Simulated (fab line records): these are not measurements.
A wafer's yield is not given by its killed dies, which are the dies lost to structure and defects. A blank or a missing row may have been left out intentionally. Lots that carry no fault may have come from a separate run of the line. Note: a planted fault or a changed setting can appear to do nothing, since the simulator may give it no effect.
fab line records | flow gf180mcu
[record] lots = 15 | wafers = 45 | last-day = 34
route steps=602 shown STI@14 VT_IMPLANT@135 MVSD@136 NWELL@137 LVPWELL@138 SAB@274 M1@318
lots untouched by any fault: they come from a run of this same line in which no faults occurred
start-h: hours from the record's first day to the start of the lot's first wafer shown | wait-h: hours elapsed since this lot's preceding step | " repeats the value in the row above | L1.1+2: one row covering several wafers at once | - either no value or no given start | * or withheld: withheld | < > ~ a bound
route shown NAME@n: names a module that has steps shown in the file, with the first one's number in the route | usual: the fault-free wafers' mean and standard deviation | same: alike in all rows | chamber/n: place in a boat | sites: the reading at each site | _std_site: how widely they spread, as a standard deviation | _edge_site: inner sites' mean taken away from outer sites' mean | radius-mm: for every site, how far away it sits from the centre of the wafer | mask NAME#n: copy n | behind: the tool/chamber that last shaped the wafer | hold: the reason the lot was held/the length of the hold in hours/how it ended | device: which transistor (n, p or np) failed to switch | end of line: tests run on the same wafers once the route is complete | a step with no rows: only its recipe | killed: count of dies lost to structure and defects at first sort (not the wafer's yield) | map: dies across one wafer; x = killed, . = not, _ = none there
set.NAME: the setting as run; set.NAME@STEP: as run at that earlier step | model.NAME: the simulator's own value behind a step, which no gauge read
one table for each step of the route and one row for each wafer, over a sample of lots
services: when a tool's chamber went out of use (start-h, in hours from the record's first day, below 0 if earlier), for how many hours, and the reason
[[steps]]
[step GF_STI_ETCH_13]
[recipe] chemistry = CHF3/O2 | stop-on = Si | over-etch-frac = 0.3 | target-depth-a = 2823.1 | source-w = 600 | bias-w = 200 | pressure-mtorr = 40 | chf3-flow-sccm = 50 | O2_flow_sccm = 5 | time-s = 112.9
[usual] drypump-motor-current-A = 5.7/0.52 | oes-product-au = 0.836/0.0055 | throttle-valve-pct = 8.811/0.0089
lot.wafer | tool        | chamber | start-h | wait-h | drypump-motor-current-A | oes-product-au | rf-hours-counter-h | throttle-valve-pct
L821.4    | rie-diel-01 | 3       | 25.68   | 0.0    | 6.5                     | 0.841          | 63                 | 8.813
L821.5    | "           | 3       | "       | "      | 6.5                     | 0.832          | -                  | 8.809
L821.6    | "           | 2       | "       | "      | 6.2                     | 0.840          | -                  | 8.803
L824.2    | rie-diel-03 | 0       | 40.00   | 0.1    | 4.8                     | 0.835          | 6                  | 8.803
L824.4    | "           | 1       | "       | "      | 5.5                     | 0.841          | -                  | 8.828
L824.5    | "           | 0       | "       | "      | 4.8                     | 0.834          | -                  | 8.812
L825.1    | rie-diel-01 | 3       | 46.62   | 0.1    | 6.5                     | 0.837          | 63                 | 8.801
L825.5    | "           | 3       | "       | "      | 6.5                     | 0.846          | -                  | 8.823
L825.6    | "           | 0       | "       | "      | 5.4                     | 0.842          | -                  | 8.825
L826.1    | rie-diel-03 | 0       | 52.25   | 0.1    | 4.8                     | 0.834          | 7                  | 8.798
L826.2    | "           | 1       | "       | "      | 5.6                     | 0.834          | 107                | 8.820
L826.3    | "           | 3       | "       | "      | 5.4                     | 0.833          | 1                  | 8.803
L828.1    | rie-diel-03 | 1       | 61.23   | 0.1    | 5.6                     | 0.829          | 107                | 8.817
L828.4    | "           | 3       | "       | "      | 5.5                     | 0.840          | -                  | 8.817
L828.6    | "           | 0       | "       | "      | 4.8                     | 0.836          | -                  | 8.800
L829.2    | rie-diel-01 | 3       | 67.28   | 0.1    | 6.5                     | 0.833          | 64                 | 8.811
L829.3    | "           | 0       | "       | "      | 5.3                     | 0.828          | 5                  | 8.801
L829.5    | "           | 0       | "       | "      | 5.4                     | 0.842          | -                  | 8.806
L831.1    | rie-diel-04 | 3       | 76.90   | 0.1    | 5.1                     | 0.840          | 29                 | 8.816
L831.3    | "           | 0       | "       | "      | 6.2                     | 0.840          | 113                | 8.814
L831.4    | "           | 2       | "       | "      | 6.1                     | 0.840          | 43                 | 8.805
L832.1    | rie-diel-04 | 0       | 83.10   | 0.1    | 6.2                     | 0.834          | 113                | 8.812
L832.5    | "           | 3       | "       | "      | 5.0                     | 0.837          | -                  | 8.803
L832.6    | "           | 2       | "       | "      | 6.1                     | 0.836          | -                  | 8.805
L833.1    | rie-diel-03 | 2       | 86.93   | 0.1    | 5.6                     | 0.834          | 1                  | 8.808
L833.3    | "           | 1       | "       | "      | 5.6                     | 0.846          | 108                | 8.822
L833.5    | "           | 1       | "       | "      | 5.6                     | 0.830          | -                  | 8.810
L834.3    | rie-diel-01 | 0       | 91.73   | 0.1    | 5.4                     | 0.834          | 6                  | 8.783
L834.4    | "           | 3       | "       | "      | 6.5                     | 0.827          | -                  | 8.817
L834.6    | "           | 0       | "       | "      | 5.4                     | 0.838          | -                  | 8.795
L835.1    | rie-diel-01 | 2       | 97.63   | 0.1    | 6.1                     | 0.826          | 18                 | 8.808
L835.3    | "           | 1       | "       | "      | 5.8                     | 0.831          | 50                 | 8.819
L835.6    | "           | 1       | "       | "      | 5.8                     | 0.831          | -                  | 8.810
L836.1    | rie-diel-04 | 0       | 103.18  | 0.1    | 6.2                     | 0.825          | 113                | 8.808
L836.3    | "           | 3       | "       | "      | 5.1                     | 0.835          | 29                 | 8.793
L836.6    | "           | 2       | "       | "      | 6.1                     | 0.834          | -                  | 8.823
L840.2    | rie-diel-03 | 3       | 123.58  | 0.1    | 5.4                     | 0.839          | 3                  | 8.791
L840.3    | "           | 0       | "       | "      | 4.8                     | 0.835          | 9                  | 8.818
L840.6    | "           | 1       | "       | "      | 5.6                     | 0.843          | -                  | 8.820
L842.2    | rie-diel-04 | 2       | 135.58  | 0.1    | 6.1                     | 0.829          | 45                 | 8.818
L842.4    | "           | 0       | "       | "      | 6.2                     | 0.823          | -                  | 8.810
L842.6    | "           | 2       | "       | "      | 6.1                     | 0.828          | -                  | 8.812
L844.1    | rie-diel-01 | 2       | 144.53  | 0.1    | 6.2                     | 0.842          | 20                 | 8.814
L844.3    | "           | 3       | "       | "      | 6.5                     | 0.843          | 66                 | 8.803
L844.5    | "           | 2       | "       | "      | 6.1                     | 0.846          | -                  | 8.811
[step GF_VT_IMPLANT_RTA_45]
[recipe] temp-c = 1050 | time-s = 30 | ambient = N2
[usual] anneal-temp-c-max = 1055.1/0.95 | chamber-o2-ppm = 2.000/0.023 | lamp-power-pct = 37.11/0.19 | wafer_temp_C_max = 1053.6/1.2
lot.wafer | tool          | chamber | start-h | wait-h | anneal-temp-c-max | chamber-o2-ppm | lamp-power-pct | wafer_temp_C_max
L821.4    | rtp-anneal-01 | 0       | 156.38  | 0.1    | 1054.8            | 1.983          | 37.23          | 1051.6
L821.5    | "             | 0       | "       | "      | 1056.1            | 1.965          | 37.27          | 1052.9
L821.6    | "             | 0       | "       | "      | 1055.0            | 1.967          | 37.23          | 1052.2
L824.2    | rtp-anneal-01 | 0       | 178.47  | 0.0    | 1056.2            | 1.966          | 37.26          | 1052.0
L824.4    | "             | 0       | "       | "      | 1054.2            | 1.973          | 37.23          | 1051.9
L824.5    | "             | 0       | "       | "      | 1054.7            | 1.982          | 37.27          | 1051.6
L825.1    | rtp-anneal-02 | 0       | 183.72  | 0.0    | 1057.5            | 2.015          | 36.90          | 1054.4
L825.5    | "             | 0       | "       | "      | 1054.5            | 1.979          | 36.91          | 1053.3
L825.6    | "             | 0       | "       | "      | 1056.6            | 2.030          | 36.94          | 1054.1
L826.1    | rtp-anneal-01 | 0       | 192.96  | 0.0    | 1053.8            | 2.020          | 37.29          | 1053.3
L826.2    | "             | 0       | "       | "      | 1055.0            | 2.003          | 37.25          | 1052.7
L826.3    | "             | 0       | "       | "      | 1054.6            | 1.995          | 37.25          | 1052.6
L828.1    | rtp-anneal-02 | 0       | 205.03  | 0.0    | 1055.5            | 2.032          | 36.92          | 1054.3
L828.4    | "             | 0       | "       | "      | 1055.8            | 1.992          | 36.95          | 1054.5
L828.6    | "             | 0       | "       | "      | 1056.0            | 2.006          | 36.92          | 1054.4
L829.2    | rtp-anneal-01 | 0       | 211.92  | 0.0    | 1055.2            | 1.997          | 37.36          | 1052.6
L829.3    | "             | 0       | "       | "      | 1055.3            | 2.006          | 37.25          | 1053.3
L829.5    | "             | 0       | "       | "      | 1055.7            | 1.992          | 37.27          | 1052.5
L831.1    | rtp-anneal-01 | 0       | 224.45  | 0.0    | 1054.1            | 1.999          | 37.28          | 1051.4
L831.3    | "             | 0       | "       | "      | 1054.2            | 1.970          | 37.28          | 1052.0
L831.4    | "             | 0       | "       | "      | 1054.6            | 1.995          | 37.30          | 1052.8
L832.1    | rtp-anneal-02 | 0       | 233.67  | 0.0    | 1054.1            | 1.999          | 36.85          | 1054.6
L832.5    | "             | 0       | "       | "      | 1053.5            | 1.971          | 36.90          | 1054.9
L832.6    | "             | 0       | "       | "      | 1056.3            | 2.018          | 36.85          | 1058.2
L833.1    | rtp-anneal-01 | -       | 238.00  | 0.0    | -                 | -              | -              | -
L833.3    | "             | -       | "       | "      | -                 | -              | -              | -
L833.5    | "             | -       | "       | "      | -                 | -              | -              | -
L834.3    | rtp-anneal-02 | -       | 245.96  | 0.0    | -                 | -              | -              | -
L834.4    | "             | -       | "       | "      | -                 | -              | -              | -
L834.6    | "             | -       | "       | "      | -                 | -              | -              | -
L835.1    | rtp-anneal-02 | -       | 254.21  | 0.0    | -                 | -              | -              | -
L835.3    | "             | -       | "       | "      | -                 | -              | -              | -
L835.6    | "             | -       | "       | "      | -                 | -              | -              | -
L836.1    | rtp-anneal-02 | 0       | 261.36  | 0.0    | 1055.8            | 2.011          | 36.90          | 1055.0
L836.3    | "             | 0       | "       | "      | 1056.4            | 1.967          | 36.94          | 1055.1
L836.6    | "             | 0       | "       | "      | 1055.5            | 1.974          | 36.98          | 1054.9
L840.2    | rtp-anneal-01 | 0       | 285.75  | 0.0    | 1055.5            | 2.057          | 37.32          | 1053.1
L840.3    | "             | 0       | "       | "      | 1055.5            | 1.998          | 37.27          | 1051.9
L840.6    | "             | 0       | "       | "      | 1053.4            | 1.994          | 37.30          | 1053.6
L842.2    | rtp-anneal-01 | 0       | 300.03  | 0.0    | 1055.1            | 2.019          | 37.29          | 1052.0
L842.4    | "             | 0       | "       | "      | 1054.0            | 2.036          | 37.28          | 1053.6
L842.6    | "             | 0       | "       | "      | 1054.7            | 2.002          | 37.28          | 1053.2
L844.1    | rtp-anneal-02 | 0       | 312.70  | 0.0    | 1055.2            | 1.995          | 36.88          | 1053.2
L844.3    | "             | 0       | "       | "      | 1055.1            | 1.966          | 36.89          | 1053.4
L844.5    | "             | 0       | "       | "      | 1055.4            | 2.008          | 36.98          | 1053.8
[step GF_VT_IMPLANT_RS_MEAS_46]
[recipe] thk-meas-gauge = four-point-probe
[usual] MVSD_RS = 457.2/1.2
lot.wafer | tool          | chamber | start-h | wait-h | MVSD_RS[ohm/sq]
L821.4    | film-metro-03 | -       | 156.49  | 0.1    | 457.2
L821.5    | "             | -       | "       | "      | 456.2
L821.6    | "             | -       | "       | "      | 456.9
L824.2    | film-metro-03 | -       | 178.58  | 0.1    | 455.9
L824.4    | "             | -       | "       | "      | 456.0
L824.5    | "             | -       | "       | "      | 456.1
L825.1    | film-metro-04 | -       | 184.12  | 0.3    | 456.8
L825.5    | "             | -       | "       | "      | 456.7
L825.6    | "             | -       | "       | "      | 456.7
L826.1    | film-metro-04 | -       | 193.16  | 0.2    | 460.2
L826.2    | "             | -       | "       | "      | 459.5
L826.3    | "             | -       | "       | "      | 459.4
L828.1    | film-metro-03 | -       | 205.13  | 0.1    | 457.1
L828.4    | "             | -       | "       | "      | 457.9
L828.6    | "             | -       | "       | "      | 456.9
L829.2    | film-metro-02 | -       | 212.02  | 0.1    | 456.2
L829.3    | "             | -       | "       | "      | 455.0
L829.5    | "             | -       | "       | "      | 455.0
L831.1    | film-metro-04 | -       | 224.55  | 0.1    | 457.2
L831.3    | "             | -       | "       | "      | 457.9
L831.4    | "             | -       | "       | "      | 457.6
L832.1    | film-metro-04 | -       | 233.77  | 0.1    | 457.1
L832.5    | "             | -       | "       | "      | 457.0
L832.6    | "             | -       | "       | "      | 457.3
L833.1    | film-metro-02 | -       | 238.10  | 0.1    | 132.8
L833.3    | "             | -       | "       | "      | 132.8
L833.5    | "             | -       | "       | "      | 132.8
L834.3    | film-metro-03 | -       | 246.07  | 0.1    | 133.1
L834.4    | "             | -       | "       | "      | 133.0
L834.6    | "             | -       | "       | "      | 133.1
L835.1    | film-metro-03 | -       | 254.31  | 0.1    | 133.4
L835.3    | "             | -       | "       | "      | 133.3
L835.6    | "             | -       | "       | "      | 133.1
L836.1    | film-metro-04 | -       | 261.46  | 0.1    | 458.0
L836.3    | "             | -       | "       | "      | 457.9
L836.6    | "             | -       | "       | "      | 458.7
L840.2    | film-metro-02 | -       | 285.85  | 0.1    | 456.3
L840.3    | "             | -       | "       | "      | 456.6
L840.6    | "             | -       | "       | "      | 457.1
L842.2    | film-metro-02 | -       | 300.13  | 0.1    | 455.9
L842.4    | "             | -       | "       | "      | 455.8
L842.6    | "             | -       | "       | "      | 455.5
L844.1    | film-metro-03 | -       | 312.80  | 0.1    | 457.4
L844.3    | "             | -       | "       | "      | 458.0
L844.5    | "             | -       | "       | "      | 459.5
[step GF_VT_IMPLANT_RS_MEAS_47]
[recipe] thk-meas-gauge = four-point-probe
[usual] NWELL_RS = 488.3/1.1
lot.wafer | tool          | chamber | start-h | wait-h | NWELL_RS[ohm/sq]
L821.4    | film-metro-03 | -       | 156.61  | 0.1    | 490.7
L821.5    | "             | -       | "       | "      | 491.0
L821.6    | "             | -       | "       | "      | 488.4
L824.2    | film-metro-03 | -       | 178.70  | 0.1    | 485.6
L824.4    | "             | -       | "       | "      | 487.8
L824.5    | "             | -       | "       | "      | 487.3
L825.1    | film-metro-04 | -       | 184.24  | 0.1    | 489.7
L825.5    | "             | -       | "       | "      | 489.2
L825.6    | "             | -       | "       | "      | 489.1
L826.1    | film-metro-04 | -       | 193.28  | 0.1    | 489.3
L826.2    | "             | -       | "       | "      | 489.4
L826.3    | "             | -       | "       | "      | 488.2
L828.1    | film-metro-03 | -       | 205.25  | 0.1    | 487.0
L828.4    | "             | -       | "       | "      | 488.6
L828.6    | "             | -       | "       | "      | 487.5
L829.2    | film-metro-02 | -       | 212.14  | 0.1    | 486.9
L829.3    | "             | -       | "       | "      | 486.0
L829.5    | "             | -       | "       | "      | 488.5
L831.1    | film-metro-04 | -       | 224.67  | 0.1    | 488.1
L831.3    | "             | -       | "       | "      | 488.8
L831.4    | "             | -       | "       | "      | 487.4
L832.1    | film-metro-04 | -       | 233.89  | 0.1    | 487.8
L832.5    | "             | -       | "       | "      | 487.6
L832.6    | "             | -       | "       | "      | 487.5
L833.1    | film-metro-02 | -       | 238.22  | 0.1    | 133.0
L833.3    | "             | -       | "       | "      | 133.1
L833.5    | "             | -       | "       | "      | 133.0
L834.3    | film-metro-03 | -       | 246.19  | 0.1    | 133.1
L834.4    | "             | -       | "       | "      | 132.9
L834.6    | "             | -       | "       | "      | 133.2
L835.1    | film-metro-03 | -       | 254.43  | 0.1    | 133.2
L835.3    | "             | -       | "       | "      | 133.2
L835.6    | "             | -       | "       | "      | 133.0
L836.1    | film-metro-04 | -       | 261.58  | 0.1    | 489.0
L836.3    | "             | -       | "       | "      | 487.2
L836.6    | "             | -       | "       | "      | 487.8
L840.2    | film-metro-02 | -       | 285.97  | 0.1    | 487.6
L840.3    | "             | -       | "       | "      | 488.1
L840.6    | "             | -       | "       | "      | 487.2
L842.2    | film-metro-02 | -       | 300.25  | 0.1    | 488.3
L842.4    | "             | -       | "       | "      | 487.8
L842.6    | "             | -       | "       | "      | 487.0
L844.1    | film-metro-03 | -       | 312.92  | 0.1    | 487.9
L844.3    | "             | -       | "       | "      | 488.6
L844.5    | "             | -       | "       | "      | 488.5
[step GF_VT_IMPLANT_RS_MEAS_48]
[recipe] thk-meas-gauge = four-point-probe
[usual] LVPWELL_RS = 1197.7/2.9
lot.wafer | tool          | chamber | start-h | wait-h | LVPWELL_RS[ohm/sq]
L821.4    | film-metro-03 | -       | 156.73  | 0.1    | 1200.1
L821.5    | "             | -       | "       | "      | 1202.3
L821.6    | "             | -       | "       | "      | 1201.8
L824.2    | film-metro-03 | -       | 178.82  | 0.1    | 1196.7
L824.4    | "             | -       | "       | "      | 1195.0
L824.5    | "             | -       | "       | "      | 1198.4
L825.1    | film-metro-04 | -       | 184.36  | 0.1    | 1195.6
L825.5    | "             | -       | "       | "      | 1197.5
L825.6    | "             | -       | "       | "      | 1199.1
L826.1    | film-metro-04 | -       | 193.40  | 0.1    | 1201.2
L826.2    | "             | -       | "       | "      | 1204.5
L826.3    | "             | -       | "       | "      | 1203.1
L828.1    | film-metro-03 | -       | 205.37  | 0.1    | 1196.8
L828.4    | "             | -       | "       | "      | 1199.1
L828.6    | "             | -       | "       | "      | 1197.5
L829.2    | film-metro-02 | -       | 212.26  | 0.1    | 1195.5
L829.3    | "             | -       | "       | "      | 1197.0
L829.5    | "             | -       | "       | "      | 1193.7
L831.1    | film-metro-04 | -       | 224.79  | 0.1    | 1201.9
L831.3    | "             | -       | "       | "      | 1198.7
L831.4    | "             | -       | "       | "      | 1198.6
L832.1    | film-metro-04 | -       | 234.01  | 0.1    | 1199.7
L832.5    | "             | -       | "       | "      | 1200.6
L832.6    | "             | -       | "       | "      | 1201.9
L833.1    | film-metro-02 | -       | 238.34  | 0.1    | 133.2
L833.3    | "             | -       | "       | "      | 133.0
L833.5    | "             | -       | "       | "      | 133.1
L834.3    | film-metro-03 | -       | 246.31  | 0.1    | 133.0
L834.4    | "             | -       | "       | "      | 133.0
L834.6    | "             | -       | "       | "      | 133.1
L835.1    | film-metro-03 | -       | 254.55  | 0.1    | 133.1
L835.3    | "             | -       | "       | "      | 133.0
L835.6    | "             | -       | "       | "      | 133.1
L836.1    | film-metro-04 | -       | 261.70  | 0.1    | 1196.6
L836.3    | "             | -       | "       | "      | 1196.1
L836.6    | "             | -       | "       | "      | 1196.1
L840.2    | film-metro-02 | -       | 286.09  | 0.1    | 1202.0
L840.3    | "             | -       | "       | "      | 1199.7
L840.6    | "             | -       | "       | "      | 1198.2
L842.2    | film-metro-02 | -       | 300.37  | 0.1    | 1201.3
L842.4    | "             | -       | "       | "      | 1196.4
L842.6    | "             | -       | "       | "      | 1197.6
L844.1    | film-metro-03 | -       | 313.04  | 0.1    | 1199.1
L844.3    | "             | -       | "       | "      | 1201.1
L844.5    | "             | -       | "       | "      | 1198.0
[step GF_SAB_OVL_MEAS_10]
[usual] SAB_OVL = -1.5/1.2
lot.wafer | tool       | chamber | start-h | wait-h | SAB_OVL[nm]
L821.4    | overlay-01 | -       | 338.20  | 0.1    | -2.4
L821.5    | "          | -       | "       | "      | 1.2
L821.6    | "          | -       | "       | "      | -0.9
L824.2    | overlay-01 | -       | 369.20  | 0.1    | -1.2
L824.4    | "          | -       | "       | "      | 0.2
L824.5    | "          | -       | "       | "      | -3.1
L825.1    | overlay-02 | -       | 375.63  | 0.1    | -1.3
L825.5    | "          | -       | "       | "      | -1.7
L825.6    | "          | -       | "       | "      | 0.3
L826.1    | overlay-02 | -       | 382.57  | 0.1    | -1.0
L826.2    | "          | -       | "       | "      | -0.7
L826.3    | "          | -       | "       | "      | -1.5
L828.1    | overlay-01 | -       | 400.22  | 0.1    | -1.2
L828.4    | "          | -       | "       | "      | -0.8
L828.6    | "          | -       | "       | "      | -0.3
L829.2    | overlay-01 | -       | 415.28  | 0.1    | -1.0
L829.3    | "          | -       | "       | "      | -0.8
L829.5    | "          | -       | "       | "      | -0.2
L831.1    | overlay-02 | -       | 427.23  | 0.1    | -2.8
L831.3    | "          | -       | "       | "      | -2.7
L831.4    | "          | -       | "       | "      | -0.7
L832.1    | overlay-02 | -       | 436.29  | 0.1    | -1.6
L832.5    | "          | -       | "       | "      | -2.4
L832.6    | "          | -       | "       | "      | -1.3
L836.1    | overlay-01 | -       | 478.28  | 0.1    | -2.7
L836.3    | "          | -       | "       | "      | -2.1
L836.6    | "          | -       | "       | "      | -1.3
L840.2    | overlay-01 | -       | 502.15  | 0.1    | -2.1
L840.3    | "          | -       | "       | "      | -3.6
L840.6    | "          | -       | "       | "      | -3.3
L842.2    | overlay-01 | -       | 520.03  | 0.1    | -3.5
L842.4    | "          | -       | "       | "      | -3.1
L842.6    | "          | -       | "       | "      | -3.3
L844.1    | overlay-02 | -       | 532.42  | 0.1    | -2.0
L844.3    | "          | -       | "       | "      | -0.5
L844.5    | "          | -       | "       | "      | -1.1
[step GF_M1_SPUTTER_03]
[recipe] material = Ti | target-thk-nm = 10 | substrate-temp-c = 300 | chamber-pressure-pa = 0.3 | power-w = 3000 | time-s = 6.7
[usual] throttle-valve-pct = 29.8/0.79
lot.wafer | tool           | chamber | start-h | wait-h | throttle-valve-pct
L821.4    | pvd-sputter-04 | -       | 362.58  | 0.0    | 31.3
L821.5    | "              | -       | "       | "      | 29.7
L821.6    | "              | -       | "       | "      | 31.5
L824.2    | pvd-sputter-03 | -       | 394.48  | 0.0    | 30.0
L824.4    | "              | -       | "       | "      | 29.7
L824.5    | "              | -       | "       | "      | 29.5
L825.1    | pvd-sputter-01 | -       | 401.49  | 0.0    | 28.7
L825.5    | "              | -       | "       | "      | 29.0
L825.6    | "              | -       | "       | "      | 28.6
L826.1    | pvd-sputter-04 | -       | 408.69  | 0.0    | 30.5
L826.2    | "              | -       | "       | "      | 31.5
L826.3    | "              | -       | "       | "      | 29.7
L828.1    | pvd-sputter-04 | -       | 426.79  | 0.0    | 29.6
L828.4    | "              | -       | "       | "      | 29.8
L828.6    | "              | -       | "       | "      | 29.7
L829.2    | pvd-sputter-04 | -       | 441.34  | 0.0    | 31.4
L829.3    | "              | -       | "       | "      | 30.0
L829.5    | "              | -       | "       | "      | 30.3
L831.1    | pvd-sputter-01 | -       | 454.14  | 0.0    | 29.4
L831.3    | "              | -       | "       | "      | 28.7
L831.4    | "              | -       | "       | "      | 28.8
L832.1    | pvd-sputter-03 | -       | 463.97  | 0.0    | 30.1
L832.5    | "              | -       | "       | "      | 29.8
L832.6    | "              | -       | "       | "      | 29.9
L836.1    | pvd-sputter-01 | -       | 504.75  | 0.0    | 28.5
L836.3    | "              | -       | "       | "      | 31.4
L836.6    | "              | -       | "       | "      | 28.6
L840.2    | pvd-sputter-03 | -       | 528.09  | 0.0    | 29.3
L840.3    | "              | -       | "       | "      | 30.1
L840.6    | "              | -       | "       | "      | 29.3
L842.2    | pvd-sputter-03 | -       | 546.04  | 0.0    | 30.6
L842.4    | "              | -       | "       | "      | 29.6
L842.6    | "              | -       | "       | "      | 30.0
L844.1    | pvd-sputter-01 | -       | 558.05  | 0.0    | 28.6
L844.3    | "              | -       | "       | "      | 29.4
L844.5    | "              | -       | "       | "      | 29.5
[[services]]
tool           | chamber | start-h | hours | kind
pvd-sputter-01 | -       | 13.53   | 2.0   | repair
pvd-sputter-04 | -       | 14.83   | 1.1   | repair
rie-diel-03    | 2       | 36.95   | 3.8   | repair
rie-diel-03    | 3       | 37.97   | 3.2   | repair
rie-diel-01    | 1       | 68.63   | 5.6   | repair
rie-diel-01    | 2       | 90.72   | 3.9   | repair
rie-diel-03    | 0       | 108.19  | 7.7   | repair
rie-diel-01    | 3       | 109.62  | 2.4   | repair
rie-diel-01    | 3       | 115.03  | 2.6   | repair
rie-diel-03    | 0       | 146.93  | 3.5   | repair
rie-diel-01    | 0       | 233.53  | 14.0  | repair
rie-diel-03    | 2       | 294.06  | 1.2   | repair
rie-diel-01    | 0       | 303.33  | 13.3  | repair
rie-diel-03    | -       | 325.74  | 2.8   | pm
rie-diel-03    | 0       | 349.42  | 4.4   | repair
rie-diel-03    | 2       | 354.82  | 4.3   | repair
rie-diel-01    | -       | 376.50  | 14.6  | pm
rie-diel-01    | 0       | 420.38  | 3.6   | repair
rie-diel-01    | -       | 423.37  | 0.3   | repair
rtp-anneal-01  | -       | 447.23  | 1.1   | pm
rie-diel-01    | -       | 454.66  | 1.0   | repair
rie-diel-03    | 0       | 498.34  | 8.9   | repair
rie-diel-03    | 3       | 533.33  | 1.3   | repair
rie-diel-01    | 0       | 535.43  | 4.5   | repair
[[key]]
[first-sign] step = GF_VT_IMPLANT_RTA_45 | reading = tool-record | direction = missing
[effect] step = GF_VT_IMPLANT_RS_MEAS_46 | reading = MVSD_RS | direction = down | sigmas = 99+ | usual = 457.2 | struck = 133.0
[effect] step = GF_VT_IMPLANT_RS_MEAS_47 | reading = NWELL_RS | direction = down | sigmas = 99+ | usual = 488.3 | struck = 133.1
[effect] step = GF_VT_IMPLANT_RS_MEAS_48 | reading = LVPWELL_RS | direction = down | sigmas = 99+ | usual = 1197.7 | struck = 133.1
met-at GF_VT_IMPLANT_RTA_45
struck-lots L833,L834,L835
later-rows-left-out L833.1,L833.3,L833.5,L834.3,L834.4,L834.6,L835.1,L835.3,L835.6
sort-left-out L833.1,L833.3,L833.5,L834.3,L834.4,L834.6,L835.1,L835.3,L835.6
tester-left-out L833,L834,L835
not-acting-at GF_STI_ETCH_13,GF_SAB_OVL_MEAS_10,GF_M1_SPUTTER_03
onset-between 233.67 238.00
[fault] kind = skipped-step-whole | tool = rtp-anneal-01,rtp-anneal-02 | chamber = - | onset-h = 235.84 | steps = GF_VT_IMPLANT_RTA_45 | scope = struck-lots-only
// tester-left-out: of these lots the tester's yield and bins aren't shown, on N5 and GAA mostly nor the transistor test; their killed dies are dies lost to structure and defects alone, not to doping, threshold or leakage, so they don't give the yield
// sort-left-out: the simulated sort isn't trusted on such a fault, so these wafers' sort isn't shown, and their yield isn't known
// later-rows-left-out: the simulator's readings of these wafers behind a module that went badly wrong aren't trusted and aren't shown, but for the sort
